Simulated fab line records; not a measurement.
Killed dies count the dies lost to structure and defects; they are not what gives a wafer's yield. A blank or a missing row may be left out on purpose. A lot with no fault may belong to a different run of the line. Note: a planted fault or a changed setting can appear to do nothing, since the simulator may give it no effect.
fab line records    flow sky130
[record] lots = 6  wafers = 18  last_day = 50
route steps=708 shown LDD_HVN@274 LDD_HVP@278
lots that met no fault: taken from a fault-free run of the same line
start_h: start of the lot's first displayed wafer, in hours after the record's first day    wait_h: how many hours have passed since the lot's step before this one    " repeats the value in the row above    L1.1+2: a single row standing in for several wafers    - either no value or no given start    * or withheld: withheld    < > ~ a bound
route shown NAME@n: names a module that has steps shown in the file, with the first one's number in the route    usual: the fault-free wafers' mean and standard deviation    same: alike in all rows    chamber/n: place in a boat    sites: per-site readings    _std_site: how widely they spread, as a standard deviation    _edge_site: outer sites' mean less inner sites'    radius_mm: for every site, how far away it sits from the centre of the wafer    mask NAME#n: copy n    behind: the last tool/chamber to shape the wafer    hold: reason for holding the lot/hours on hold/outcome of the hold    device: the transistor (n, p or np) that didn't switch    end of line: tests run on the same wafers once the route is complete    step lacking rows: just its recipe    killed: dies lost to structure and defects at the first sort, not the wafer's yield    map: a wafer's dies, x killed, . not, _ none there
set.NAME: the run value of the setting; set.NAME@STEP: its run value at that earlier step    model.NAME: the simulator's own value behind a step, which no gauge read
lots seen at some steps along the route; tables by step, rows by wafer
services: when a tool's chamber went out of use (start_h, in hours from the record's first day, below 0 if earlier), for how many hours, and the reason
[[steps]]
[step SKY_LDD_HVN_OVL_MEAS_07]
[usual] LDD_HVN_OVL = 1.0/1.7
lot.wafer  tool        chamber  start_h  wait_h  LDD_HVN_OVL[nm]
L881.1     overlay-01  -        505.08   0.1     0.5
L881.2     "           -        "        "       -0.1
L881.3     "           -        "        "       2.9
L886.1     overlay-02  -        557.68   0.1     -1.5
L886.2     "           -        "        "       -1.6
L886.3     "           -        "        "       -1.3
L894.3     overlay-02  -        608.73   0.1     1.4
L894.4     "           -        "        "       0.1
L894.6     "           -        "        "       -0.3
L897.2     overlay-02  -        631.09   0.1     -0.2
L897.4     "           -        "        "       -0.9
L897.5     "           -        "        "       -0.4
L898.1     overlay-02  -        642.53   0.1     1.1
L898.2     "           -        "        "       0.0
L898.3     "           -        "        "       0.4
L901.2     overlay-01  -        665.37   0.1     -2.4
L901.3     "           -        "        "       0.4
L901.6     "           -        "        "       -1.2
[step SKY_LDD_HVN_IMPLANT_08]
[recipe] species = P  energy_kev = 60  dose_cm2 = 3e+13  tilt_deg = 40
[step SKY_LDD_HVN_STRIP_09]
[recipe] chemistry = O2/N2  power_w = 1400  pressure_mtorr = 1500  platen_temp_c = withheld  o2_flow_sccm = 3000  n2_flow_sccm = 300  overash_fraction = 0.5
[usual] drypump_motor_current_A = 5.44/0.18  oes_product_au = 0.409/0.0047  strip_time_to_endpoint_s = 4.137/0.014
lot.wafer  tool             chamber  start_h  wait_h  drypump_motor_current_A  oes_product_au  rf_hours_counter_h  strip_time_to_endpoint_s
L881.1     plasma_asher-01  1        505.27   0.1     5.34                     0.414           40                  4.129
L881.2     "                0        "        "       5.35                     0.409           40                  4.139
L881.3     "                1        "        "       5.33                     0.414           -                   4.136
L886.1     plasma_asher-03  0        557.87   0.1     5.27                     0.414           13                  4.141
L886.2     "                1        "        "       5.39                     0.411           13                  4.134
L886.3     "                1        "        "       5.40                     0.408           -                   4.156
L894.3     plasma_asher-03  0        608.93   0.1     5.28                     0.422           -                   4.144
L894.4     "                1        "        "       5.36                     0.414           -                   4.157
L894.6     "                0        "        "       5.29                     0.401           -                   4.139
L897.2     plasma_asher-04  1        631.27   0.1     5.80                     0.406           80                  4.158
L897.4     "                0        "        "       5.41                     0.402           -                   4.137
L897.5     "                0        "        "       5.41                     0.411           -                   4.149
L898.1     plasma_asher-01  0        642.72   0.1     5.39                     0.407           53                  4.147
L898.2     "                1        "        "       5.33                     0.410           53                  4.134
L898.3     "                1        "        "       5.31                     0.414           -                   4.127
L901.2     plasma_asher-04  1        665.55   0.1     5.81                     0.407           83                  4.141
L901.3     "                0        "        "       5.42                     0.408           -                   4.132
L901.6     "                1        "        "       5.79                     0.408           -                   4.111
[step SKY_LDD_HVN_TW_MEAS_10]
[usual] LDD_HVN_TW = 1418/7.5
lot.wafer  tool           chamber  start_h  wait_h  LDD_HVN_TW
L881.1     film_metro-04  -        505.37   0.1     1421
L881.2     "              -        "        "       1421
L881.3     "              -        "        "       1423
L886.1     film_metro-01  -        557.97   0.1     1422
L886.2     "              -        "        "       1420
L886.3     "              -        "        "       1419
L894.3     film_metro-01  -        609.02   0.1     1422
L894.4     "              -        "        "       1430
L894.6     "              -        "        "       1422
L897.2     film_metro-02  -        631.38   0.1     1411
L897.4     "              -        "        "       1405
L897.5     "              -        "        "       1411
L898.1     film_metro-01  -        642.82   0.1     1415
L898.2     "              -        "        "       1407
L898.3     "              -        "        "       1412
L901.2     film_metro-01  -        665.66   0.1     1420
L901.3     "              -        "        "       1414
L901.6     "              -        "        "       1423
[step SKY_LDD_HVP_DEHYDRATE_00]
[recipe] temp_c = 200  time_s = 60
[step SKY_LDD_HVP_HMDS_01]
[recipe] prime_time_s = 60  prime_temp_c = 120
[step SKY_LDD_HVP_COAT_02]
[recipe] resist = NOVOLAK  spin_rpm = 3000  resist_thk_nm = 300
[step SKY_LDD_HVP_SOFTBAKE_03]
[recipe] temp_c = 90  time_s = 60  resist = NOVOLAK
[step SKY_LDD_HVP_EXPOSE_04]
[recipe] mask_id = HVPTM  na = 0.6  source_shape = conventional  sigma_outer = 0.6  polarization = unpolarized  target_cd_nm = 700  dose_mj = 86
[step SKY_LDD_HVP_PEB_05]
[recipe] temp_c = withheld  time_s = *  resist = NOVOLAK
[step SKY_LDD_HVP_DEVELOP_06]
[recipe] resist = NOVOLAK  developer = TMAH  develop_time_s = 60  dev_temp_c = 23
[step SKY_LDD_HVP_OVL_MEAS_07]
[usual] LDD_HVP_OVL = 0.4/1.3
lot.wafer  tool        chamber  start_h  wait_h  LDD_HVP_OVL[nm]
L881.1     overlay-02  -        534.71   0.1     2.2
L881.2     "           -        "        "       0.8
L881.3     "           -        "        "       3.7
L886.1     overlay-01  -        587.36   0.1     1.0
L886.2     "           -        "        "       -0.5
L886.3     "           -        "        "       0.6
L894.3     overlay-02  -        637.22   0.1     0.9
L894.4     "           -        "        "       -0.7
L894.6     "           -        "        "       0.3
L897.2     overlay-01  -        658.87   0.1     1.2
L897.4     "           -        "        "       1.2
L897.5     "           -        "        "       1.1
L898.1     overlay-01  -        670.88   0.1     0.1
L898.2     "           -        "        "       -0.9
L898.3     "           -        "        "       -2.3
L901.2     overlay-02  -        693.02   0.1     -0.2
L901.3     "           -        "        "       0.5
L901.6     "           -        "        "       -2.0
[step SKY_LDD_HVP_IMPLANT_08]
[recipe] species = B  energy_kev = 20  dose_cm2 = 1.7e+13  tilt_deg = 17.9
[usual] beam_energy_keV = 20.000/0.0067  beam_on_s = 10.01/0.19  end_station_pressure_torr = 5.05e-06/2.9e-07
lot.wafer  tool          chamber  start_h  wait_h  beam_energy_keV  beam_on_s  end_station_pressure_torr
L881.1     implanter-04  0        534.75   0.0     19.999           9.91       5.44e-06
L881.2     "             0        "        "       20.000           10.02      5.2e-06
L881.3     "             0        "        "       19.982           10.17      4.87e-06
L886.1     implanter-01  0        587.40   0.0     19.999           9.97       4.94e-06
L886.2     "             0        "        "       20.007           9.95       4.95e-06
L886.3     "             0        "        "       20.007           10.23      5.3e-06
L894.3     implanter-04  0        637.30   0.1     19.996           10.13      5e-06
L894.4     "             0        "        "       19.994           9.83       5.09e-06
L894.6     "             0        "        "       19.994           9.63       4.87e-06
L897.2     implanter-02  -        658.93   0.0     -                -          -
L897.4     "             -        "        "       -                -          -
L897.5     "             -        "        "       -                -          -
L898.1     implanter-01  -        670.92   0.0     -                -          -
L898.2     "             -        "        "       -                -          -
L898.3     "             -        "        "       -                -          -
L901.2     implanter-04  0        693.07   0.0     19.995           10.16      5.21e-06
L901.3     "             0        "        "       19.988           10.24      5.32e-06
L901.6     "             0        "        "       19.989           9.94       5.13e-06
[step SKY_LDD_HVP_STRIP_09]
[recipe] chemistry = O2/N2  power_w = 1400  pressure_mtorr = 1500  platen_temp_c = withheld  o2_flow_sccm = 3000  n2_flow_sccm = 300  overash_fraction = 0.5
[usual] drypump_motor_current_A = 5.6/0.37  oes_product_au = 0.409/0.0044  strip_time_to_endpoint_s = 4.137/0.015
lot.wafer  tool             chamber  start_h  wait_h  drypump_motor_current_A  oes_product_au  rf_hours_counter_h  strip_time_to_endpoint_s
L881.1     plasma_asher-02  0        534.90   0.1     6.4                      0.412           83                  4.138
L881.2     "                1        "        "       5.4                      0.409           83                  4.131
L881.3     "                0        "        "       6.4                      0.414           -                   4.151
L886.1     plasma_asher-01  0        587.55   0.1     5.4                      0.407           48                  4.135
L886.2     "                1        "        "       5.3                      0.406           48                  4.121
L886.3     "                1        "        "       5.3                      0.410           -                   4.136
L894.3     plasma_asher-02  1        637.43   0.1     5.4                      0.410           -                   4.124
L894.4     "                0        "        "       6.3                      0.404           -                   4.127
L894.6     "                0        "        "       6.3                      0.401           -                   4.136
L897.2     plasma_asher-01  0        659.05   0.1     5.4                      0.407           55                  4.134
L897.4     "                0        "        "       5.4                      0.400           -                   4.113
L897.5     "                1        "        "       5.3                      0.412           -                   4.132
L898.1     plasma_asher-02  1        671.07   0.1     5.4                      0.411           97                  4.118
L898.2     "                0        "        "       6.3                      0.405           97                  4.111
L898.3     "                0        "        "       6.3                      0.410           -                   4.124
L901.2     plasma_asher-01  0        693.20   0.1     5.4                      0.405           58                  4.130
L901.3     "                0        "        "       5.4                      0.411           -                   4.125
L901.6     "                0        "        "       5.4                      0.409           -                   4.142
[step SKY_LDD_HVP_TW_MEAS_10]
[usual] LDD_HVP_TW = 449.8/2.2
lot.wafer  tool           chamber  start_h  wait_h  LDD_HVP_TW
L881.1     film_metro-03  -        535.00   0.1     451.4
L881.2     "              -        "        "       451.8
L881.3     "              -        "        "       453.7
L886.1     film_metro-02  -        587.65   0.1     449.2
L886.2     "              -        "        "       448.2
L886.3     "              -        "        "       450.0
L894.3     film_metro-03  -        637.52   0.1     450.1
L894.4     "              -        "        "       450.6
L894.6     "              -        "        "       449.8
L897.2     film_metro-03  -        659.16   0.1     29.6
L897.4     "              -        "        "       29.6
L897.5     "              -        "        "       29.8
L898.1     film_metro-03  -        671.17   0.1     29.7
L898.2     "              -        "        "       29.8
L898.3     "              -        "        "       29.9
L901.2     film_metro-02  -        693.31   0.1     447.7
L901.3     "              -        "        "       447.8
L901.6     "              -        "        "       449.6
[[services]]
tool             chamber  start_h  hours  kind
plasma_asher-04  -        524.63   2.8    pm
implanter-01     -        540.49   3.9    repair
plasma_asher-04  -        555.81   2.4    repair
plasma_asher-04  -        562.71   0.5    repair
implanter-04     -        599.37   2.7    pm
implanter-02     -        605.34   3.0    repair
plasma_asher-03  -        611.41   1.9    repair
plasma_asher-01  -        618.65   1.5    repair
implanter-04     -        619.55   1.3    repair
implanter-02     -        640.31   12.2   pm
plasma_asher-01  -        665.34   1.1    repair
plasma_asher-04  -        669.09   1.5    repair
implanter-02     -        684.53   4.3    repair
implanter-04     -        685.81   2.6    repair
[[key]]
[first_sign] step = SKY_LDD_HVP_IMPLANT_08  reading = tool_record  direction = missing
[effect] step = SKY_LDD_HVP_TW_MEAS_10  reading = LDD_HVP_TW  direction = down  sigmas = 99+  usual = 449.8  struck = 29.7
met_at SKY_LDD_HVP_IMPLANT_08
struck_wafers L897.2,L897.4,L897.5,L898.1,L898.2,L898.3
later_rows_left_out L897.2,L897.4,L897.5,L898.1,L898.2,L898.3
sort_left_out L897.2,L897.4,L897.5,L898.1,L898.2,L898.3
tester_left_out L897,L898
onset_between 587.40 658.93
[fault] kind = skipped_step_whole  tool = implanter-01,implanter-02  chamber = -  onset_h = 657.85  steps = SKY_LDD_HVP_IMPLANT_08  scope = struck_lots_only
// tester_left_out: of these lots the tester's yield and bins aren't shown, on N5 and GAA mostly nor the transistor test; their killed dies are dies lost to structure and defects alone, not to doping, threshold or leakage, so they don't give the yield
// sort_left_out: the simulated sort isn't trusted on such a fault, so these wafers' sort isn't shown, and their yield isn't known
// later_rows_left_out: the simulator's readings of these wafers behind a module that went badly wrong aren't trusted and aren't shown, but for the sort
